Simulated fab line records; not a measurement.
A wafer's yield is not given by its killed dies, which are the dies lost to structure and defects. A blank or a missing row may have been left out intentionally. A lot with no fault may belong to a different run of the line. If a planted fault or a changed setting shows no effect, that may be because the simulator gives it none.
fab line records -- flow sky130
record lots=4, wafers=12, last-day=50
route steps=708 shown VIA1@472 METAL2@483 VIA2@507 PAD_OPEN@708
lots that met no fault: from a run of the same line without faults
start-h: hours from the record's opening day to when the first of the lot's shown wafers began -- wait-h: hours elapsed since this lot's preceding step -- " the same as in the row above -- L1.1+2: a single row standing in for several wafers -- - no value, or no start given -- * or withheld: withheld -- < > ~ a bound
route shown NAME@n: names a module that has steps shown in the file, with the first one's number in the route -- usual: the fault-free wafers' mean and standard deviation -- same: alike in all rows -- chamber/n: place in a boat -- sites: each site's reading -- _std_site: the standard deviation of these -- _edge_site: the outer-site mean with the inner-site mean subtracted -- radius-mm: for every site, how far away it sits from the centre of the wafer -- mask NAME#n: copy n -- behind: the tool/chamber that last shaped the wafer -- hold: reason for holding the lot/hours on hold/outcome of the hold -- device: the transistor (n, p or np) that didn't switch -- end of line: tests of these same wafers at the route's end -- a step without rows: its recipe alone -- killed: count of dies lost to structure and defects at first sort (not the wafer's yield) -- map: the dies of a wafer, with x for killed, . for not killed, _ for no die there
set.NAME: setting as actually run; set.NAME@STEP: the setting as run at that earlier step -- model.NAME: the simulator's own value behind a step, which no gauge read
lots seen at some steps along the route; tables by step, rows by wafer
services: from which hour (start-h, from the record's first day; less than 0 if before it) a tool's chamber was out of use, for how many hours, and why
## steps
# step SKY_VIA1_ETCH_14
# recipe chemistry=N2/H2, target=BARC, ion-energy-ev=200, source-w=500, bias-w=100, pressure-mtorr=30, n2-flow-sccm=100, h2-flow-sccm=200, stop-on=SiO2, time-s=45.9, target-depth-a=600
# step SKY_VIA1_ETCH_15
# recipe target=SiO2, chemistry=C4F8/O2/Ar, target-depth-nm=351, stop-on=TiN, mask-material=KrF-thick, source-w=1500, bias-w=1200, pressure-mtorr=40, c4f8-flow-sccm=withheld, O2_flow_sccm=6, Ar_flow_sccm=300, time-s=54
# step SKY_VIA1_STRIP_16
# recipe chemistry=O2/N2, power-w=1400, pressure-mtorr=1500, platen-temp-c=withheld, o2-flow-sccm=3000, n2-flow-sccm=300, overash-fraction=0.5
# step SKY_VIA1_STRIP_17
# recipe chemistry=post-etch-residue-remover, time-s=1200, temp-c=72.5
# step SKY_VIA1_CLEAN_18
# recipe chemistry=IPA, time-s=180, temp-c=25
# step SKY_VIA1_CLEAN_19
# recipe chemistry=O3/DIW, dry=n2-spin
# step SKY_VIA1_SPUTTER_20
# recipe material=TiN, target-thk-nm=20, chamber-pressure-pa=5, power-w=4000, time-s=80
# step SKY_VIA1_CVD_21
# recipe material=W, target-thk-nm=270, time-s=80.902, temp-c=400, pressure-torr=40
# step SKY_VIA1_CMP_24
# recipe stop-on=SiO2, t-overpolish-s=15, down-force-psi=3.5, platen-rpm=60, target-thk-nm=0, pad-velocity-m-s=0.94248
# usual motor-current-A=10.8/0.84, overpolish-run-s=15.001/0.0095, retaining-ring-pressure-frac=0.999/0.0049, time-to-endpoint-s=66.2/2.6
lot.wafer,tool,chamber,start-h,wait-h,motor-current-A,overpolish-run-s,retaining-ring-pressure-frac,time-to-endpoint-s
L332.2,cmp-01,3,792.03,0.0,11.3,14.990,1.001,61.2
L332.5,cmp-01,3,792.03,0.0,10.6,15.011,0.995,63.6
L332.6,cmp-01,0,792.03,0.0,10.8,14.975,1.000,64.5
L339.1,cmp-01,2,851.54,0.1,10.4,14.990,0.989,67.5
L339.2,cmp-01,0,851.54,0.1,10.2,14.999,1.002,71.5
L339.5,cmp-01,2,851.54,0.1,10.2,14.996,0.998,67.3
L341.3,cmp-01,0,867.34,0.2,10.1,14.992,0.998,67.5
L341.6,cmp-01,1,867.34,0.2,10.5,15.016,1.002,65.7
L341.5,cmp-01,2,867.34,0.2,10.1,15.002,0.998,65.2
L355.1,cmp-01,1,976.82,0.2,10.6,14.998,1.004,64.2
L355.3,cmp-01,3,976.82,0.2,10.6,15.013,0.997,64.3
L355.6,cmp-01,1,976.82,0.2,10.8,14.997,0.998,62.3
# step SKY_METAL2_SPUTTER_00
# recipe material=Ti, target-thk-nm=15, power-w=3000, time-s=10, chamber-pressure-pa=0.4
# step SKY_METAL2_SPUTTER_01
# recipe material=TiN, target-thk-nm=20, power-w=6500, time-s=16.7, chamber-pressure-pa=0.3883
# step SKY_METAL2_SPUTTER_02
# recipe material=AlCu, target-thk-nm=250, power-w=10600, time-s=13.3, chamber-pressure-pa=0.4
# step SKY_METAL2_SPUTTER_03
# recipe material=Ti, target-thk-nm=5, power-w=3000, time-s=3.3, chamber-pressure-pa=0.4
# step SKY_METAL2_SPUTTER_04
# recipe material=TiN, target-thk-nm=70, power-w=6500, time-s=58.3, chamber-pressure-pa=0.4
# step SKY_METAL2_DEHYDRATE_07
# recipe temp-c=200, time-s=60
# step SKY_METAL2_HMDS_08
# recipe prime-time-s=60, prime-temp-c=120
# step SKY_METAL2_COAT_09
# recipe resist=BARC, temp-c=withheld, time-s=withheld, spin-rpm=3000, resist-thk-nm=60
# step SKY_METAL2_COAT_10
# recipe resist=KrF-thick, spin-rpm=3000, resist-thk-nm=450
# step SKY_METAL2_SOFTBAKE_11
# recipe temp-c=100, time-s=90, resist=KrF-thick
# step SKY_METAL2_EXPOSE_12
# recipe mask-id=MM2, na=0.8, source-shape=annular, sigma-inner=0.55, sigma-outer=0.85, target-cd-nm=140, dose-mj=28
# step SKY_METAL2_PEB_13
# recipe peb-temp-c=withheld, peb-time-s=withheld, resist=KrF-thick
# step SKY_METAL2_DEVELOP_14
# recipe develop-time-s=60, resist=KrF-thick, dev-temp-c=21
# step SKY_METAL2_DESCUM_17
# recipe chemistry=O2, source-power-w=150, bias-power-w=0, pressure-mtorr=10, temp-c=40, time-s=8
# step SKY_METAL2_ETCH_18
# recipe chemistry=N2/H2, target=BARC, ion-energy-ev=200, bias-w=100, pressure-mtorr=30, n2-flow-sccm=100, h2-flow-sccm=200, icp-w=500, stop-on=SiO2, time-s=45.9, target-depth-a=600
# step SKY_METAL2_METAL_ETCH_19
# recipe target-depth-a=3600, stop-on=SiO2, over-etch-frac=0.3, time-s=78, chemistry=Cl2/BCl3, resist-sidewall-deg=88, pressure-mtorr=10, icp-w=900, bias-w=48.5, Cl2_flow_sccm=60, bcl3-flow-sccm=30
# step SKY_METAL2_STRIP_20
# recipe chemistry=O2/N2, power-w=1400, pressure-mtorr=1500, platen-temp-c=withheld, o2-flow-sccm=3000, n2-flow-sccm=300, overash-fraction=0.5
# step SKY_METAL2_STRIP_21
# recipe chemistry=post-etch-residue-remover, time-s=1200, temp-c=72.5
# step SKY_METAL2_CLEAN_22
# recipe chemistry=IPA, time-s=180, temp-c=25
# step SKY_METAL2_CLEAN_23
# recipe chemistry=O3/DIW, dry=n2-spin
# step SKY_VIA2_HDPCVD_00
# recipe material=SiO2, target-thk-nm=1180, sigma-open-frac=0.3, time-s=196.7, temp-c=400, sih4-flow-sccm=60, pressure-mtorr=6
# step SKY_VIA2_CMP_02
# recipe material=SiO2, down-force-psi=4, platen-rpm=60, pad-velocity-m-s=0.94248
# step SKY_VIA2_DEHYDRATE_04
# recipe temp-c=200, time-s=60
# step SKY_PAD_OPEN_PROBE_99
# usual defect-limited-yield=82.6/2.1, killed_at_M0_to_M3=44/7.5, killed_at_M4_up=3.1/1.7, killed-at-contacts=24/6.2, killed-at-front-end=15/4.2, killed-at-other=0.4/0.58, killed-dies=85/10, killed-on-rim=17/4, killed-open=47/7.7, killed-short=38/6.4, sort_bin_3_pad_short=0.8/0.41, sort_bin_5_function=10.3/1.7, sort_bin_6_memory=6.2/1.1, sort-n-pass=407/10, sort-yield-pct=82.6/2.1
# same gross-dies=492, killed-at-back-side=0, sort_bin_4_leakage[%]=0, sort_bin_8_speed[%]=0
lot.wafer,tool,chamber,start-h,wait-h,defect-limited-yield[%],killed_at_M0_to_M3,killed_at_M4_up,killed-at-contacts,killed-at-front-end,killed-at-other,killed-dies,killed-on-rim,killed-open,killed-short,sort_bin_3_pad_short[%],sort_bin_5_function[%],sort_bin_6_memory[%],sort-n-pass,sort-yield-pct[%],model.etest.tester.sort-n-pass,model.etest.tester.sort-yield-pct,model.etest.tester.sort_bin_5_pct,model.etest.tester.sort_bin_6_pct,model.etest.tester.sort_bin_3_pct
L332.2,prober-01,-,1073.04,0.1,81.9,46,2,20,21,0,89,20,55,33,0.6,11.8,5.7,403,81.9,403,81.91,11.79,5.691,0.6098
L332.5,prober-01,-,1073.19,0.2,80.7,51,1,26,17,0,95,24,51,40,0.6,11.2,7.5,397,80.7,397,80.69,11.18,7.52,0.6098
L332.6,prober-01,-,1073.24,0.2,84.6,47,3,12,14,0,76,11,47,25,0.6,7.9,6.9,416,84.6,416,84.55,7.927,6.911,0.6098
L339.1,prober-01,-,1123.48,0.1,81.7,51,1,19,19,0,90,19,49,39,0.8,11.0,6.5,402,81.7,402,81.71,10.98,6.504,0.813
L339.2,prober-01,-,1123.53,0.1,32.3,304,1,17,11,0,333,64,27,23,5.9,46.7,15.0,159,32.3,159,32.32,46.75,15.04,5.894
L339.5,prober-01,-,1123.68,0.2,80.5,56,2,20,18,0,96,18,52,43,1.8,10.6,7.1,396,80.5,396,80.49,10.57,7.114,1.829
L341.3,prober-02,-,1130.00,0.2,31.5,303,4,22,8,0,337,66,33,31,6.1,45.9,16.5,155,31.5,155,31.5,45.94,16.46,6.098
L341.5,prober-02,-,1130.10,0.2,83.1,39,5,25,14,0,83,11,51,31,0.8,8.3,7.7,409,83.1,409,83.13,8.333,7.724,0.813
L341.6,prober-02,-,1130.15,0.2,82.5,41,6,26,11,2,86,15,44,42,0.8,9.1,7.5,406,82.5,406,82.52,9.146,7.52,0.813
L355.1,prober-01,-,1207.99,0.1,78.9,64,1,24,15,0,104,20,55,49,1.0,13.8,6.3,388,78.9,388,78.86,13.82,6.301,1.016
L355.3,prober-01,-,1208.09,0.2,80.7,45,3,34,12,1,95,17,60,35,0.8,10.6,7.9,397,80.7,397,80.69,10.57,7.927,0.813
L355.6,prober-01,-,1208.24,0.2,82.7,39,3,26,17,0,85,13,46,39,0.8,10.0,6.5,407,82.7,407,82.72,9.959,6.504,0.813
# killed by level:class
L332.2 VIA1:geometric-particle:open=15 FIELD_ISO:geometric-particle:open=7 VIA3:geometric-particle:open=7 METAL1:geometric-particle:short=6 LI_CONTACT:geometric-particle:open=6 POLY_GATE:geometric-particle:open=5 CONTACT:geometric-particle:open=5 VIA3:geometric-particle:short=5
L332.5 CONTACT:geometric-particle:open=13 VIA3:geometric-particle:open=8 VIA1:geometric-particle:open=7 VIA2:geometric-particle:open=7 FIELD_ISO:geometric-particle:short=6 METAL1:geometric-particle:short=6 METAL2:geometric-particle:short=6 FIELD_ISO:geometric-particle:open=5
L332.6 VIA1:geometric-particle:open=16 VIA2:geometric-particle:open=8 VIA3:geometric-particle:short=6 FIELD_ISO:geometric-particle:open=4 LI_CONTACT:geometric-particle:open=4 VIA3:geometric-particle:open=4 CONTACT:geometric-particle:open=3 METAL1:geometric-particle:open=3
L339.1 VIA1:geometric-particle:open=15 METAL2:geometric-particle:short=12 LI_CONTACT:geometric-particle:open=9 CONTACT:geometric-particle:open=8 POLY_GATE:geometric-particle:short=6 VIA2:geometric-particle:open=6 SPACER:geometric-particle:short=4 METAL1:geometric-particle:open=4
L339.2 VIA1:unspecified=282 VIA2:geometric-particle:open=5 CONTACT:geometric-particle:open=4 LI_CONTACT:geometric-particle:open=4 VIA1:geometric-particle:open=4 VIA1:geometric-particle:short=4 POLY_GATE:geometric-particle:open=3 LI_CONTACT:geometric-particle:short=3
L339.5 VIA1:geometric-particle:open=13 VIA1:geometric-particle:short=11 POLY_GATE:geometric-particle:open=7 VIA3:geometric-particle:open=7 LI_CONTACT:geometric-particle:open=6 METAL2:geometric-particle:short=6 VIA2:geometric-particle:open=6 LOCAL_INTERCONNECT:geometric-particle:short=5
L341.3 VIA1:unspecified=273 LOCAL_INTERCONNECT:geometric-particle:short=8 VIA1:geometric-particle:open=8 CONTACT:geometric-particle:open=7 VIA3:geometric-particle:open=6 METAL1:geometric-particle:short=5 LI_CONTACT:geometric-particle:open=4 METAL4:geometric-particle:short=4
L341.5 VIA1:geometric-particle:open=10 LI_CONTACT:geometric-particle:open=8 CONTACT:geometric-particle:open=7 CONTACT:geometric-particle:short=5 VIA3:geometric-particle:short=5 VIA2:geometric-particle:open=5 VIA3:geometric-particle:open=5 VIA1:geometric-particle:short=4
L341.6 VIA1:geometric-particle:open=11 CONTACT:geometric-particle:open=9 LOCAL_INTERCONNECT:geometric-particle:short=6 CONTACT:geometric-particle:short=6 METAL2:geometric-particle:short=6 VIA2:geometric-particle:short=5 VIA3:geometric-particle:open=4 POLY_GATE:geometric-particle:open=3
L355.1 VIA1:geometric-particle:open=11 VIA3:geometric-particle:open=10 VIA2:geometric-particle:open=9 METAL2:geometric-particle:short=9 LI_CONTACT:geometric-particle:open=8 CONTACT:geometric-particle:open=6 METAL1:geometric-particle:short=6 POLY_GATE:geometric-particle:short=5
L355.3 CONTACT:geometric-particle:open=20 VIA1:geometric-particle:open=10 VIA2:geometric-particle:open=10 LI_CONTACT:geometric-particle:open=6 METAL1:geometric-particle:short=5 VIA3:geometric-particle:open=5 POLY_GATE:geometric-particle:short=4 CONTACT:geometric-particle:short=4
L355.6 CONTACT:geometric-particle:open=13 VIA1:geometric-particle:open=9 VIA3:geometric-particle:open=8 POLY_GATE:geometric-particle:short=6 POLY_GATE:geometric-particle:open=5 VIA2:geometric-particle:open=5 CONTACT:geometric-particle:short=5 FIELD_ISO:geometric-particle:short=4
# map L339.2 (x killed, . not)
__________xxx.x..x.x_________
________..xxxxx.x....x_______
______.xx.xxxxx.xxx.xxxx_____
_____.xxx.xxxxxxxx.xxxxx.____
____xxxxxxxxxx.x.x...xxx.x___
___xxxxxxx.xx...x.xxxxxxxxx__
__xxxx.xxxxxx.x..xx...x.xxxx_
_xx.xxx.xxxxxx.xx.xx.x.xxxx.x
_......x.xx....x..x..x..x..xx
_.x.x.x..xx.x.x.xx.xxx.xxx.xx
_xxx..xxx.x.xxxx.xxxxxxx.xx..
_xxxxxxx.x..xxxx..xxxxx.x..x.
_xxxx..xxxxx.xxx.xxxx.x..x..x
_.xx.xx...x.xx..xx..xx..xx..x
_..xxxxxxx.xx.xxx.xxxx.x.xxx.
__.x..xxx.x.x.xxxx.x..xxx.x._
___x.xx.xxxxxxxx..xxxx..xxx__
____xxxx.xxx.xxxxxx.xx.x..___
_____xxx.xxx.xxxxx.xx.x..____
______xxxx.xxxxxxxxx.xxx_____
________xx.xxxxxx.xxxx_______
__________xx.xx.xxx._________
# map L341.3 (x killed, . not)
__________xx.x.x..xx_________
________xxx.xxx.xxx.xx_______
______xxxxx.xxxxxxxx.xx._____
_____xxx...xxx.xx.x.x.xxx____
____xxx..xxxxxxxxxxxx.xxx.___
___x..xxx..xxxxxxxxxx.xx.xx__
__x.xxxxxx.x....xx.xx.xxxxx._
_xxx.xx.xx.xxxxx.xxxxx.xx.xx.
_xxxxxxxxxx.xxxx.xx..xx...xxx
_.xx...xx.xxx.xx.x.xxxx..x.x.
_xx.xxxxx.xxx..x.x...xxxxxx..
_xx..xxx..x..xx.xx.xx.xx.xx..
_x..xx..xxxxxxxx..x.xxx..xxx.
_xxxxx..x..xxx..xx.xxxxxxxxx.
_.xx.xx.xx..xxxxxxxxxxxxx.xxx
__xxxx......xxxxx.xxx..xx..x_
___xx..xxxxxx.xxx...x..xx..__
____xx.xxxx.xxxxx...xxxxx.___
_____.xx.xx..xxx.x.x..x..____
______xxxxx.xxxx..xxx..x_____
________xxxxx.xxx.xxxx_______
__________xxx...xxxx_________
## services
tool,chamber,start-h,hours,kind
cmp-01,-,799.99,0.9,repair
cmp-01,-,873.83,3.1,repair
## key
first-sign step=SKY_PAD_OPEN_PROBE_99, reading=killed_at_M0_to_M3, direction=up, sigmas=35, usual=44, struck=304
effect step=SKY_PAD_OPEN_PROBE_99, reading=defect-limited-yield, direction=down, sigmas=24, usual=82.6, struck=31.9
model-effect step=SKY_PAD_OPEN_PROBE_99, value=etest.tester.sort-n-pass, without=403.5, struck=157
met-at SKY_VIA1_CMP_24
struck-wafers L339.2,L341.3
onset-between 792.03 851.54
fault kind=chamber-particle-source, tool=cmp-01, chamber=0, onset-h=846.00, steps=SKY_VIA1_CMP_24, rate-per-visit-cm2=1.7919, end-h=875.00
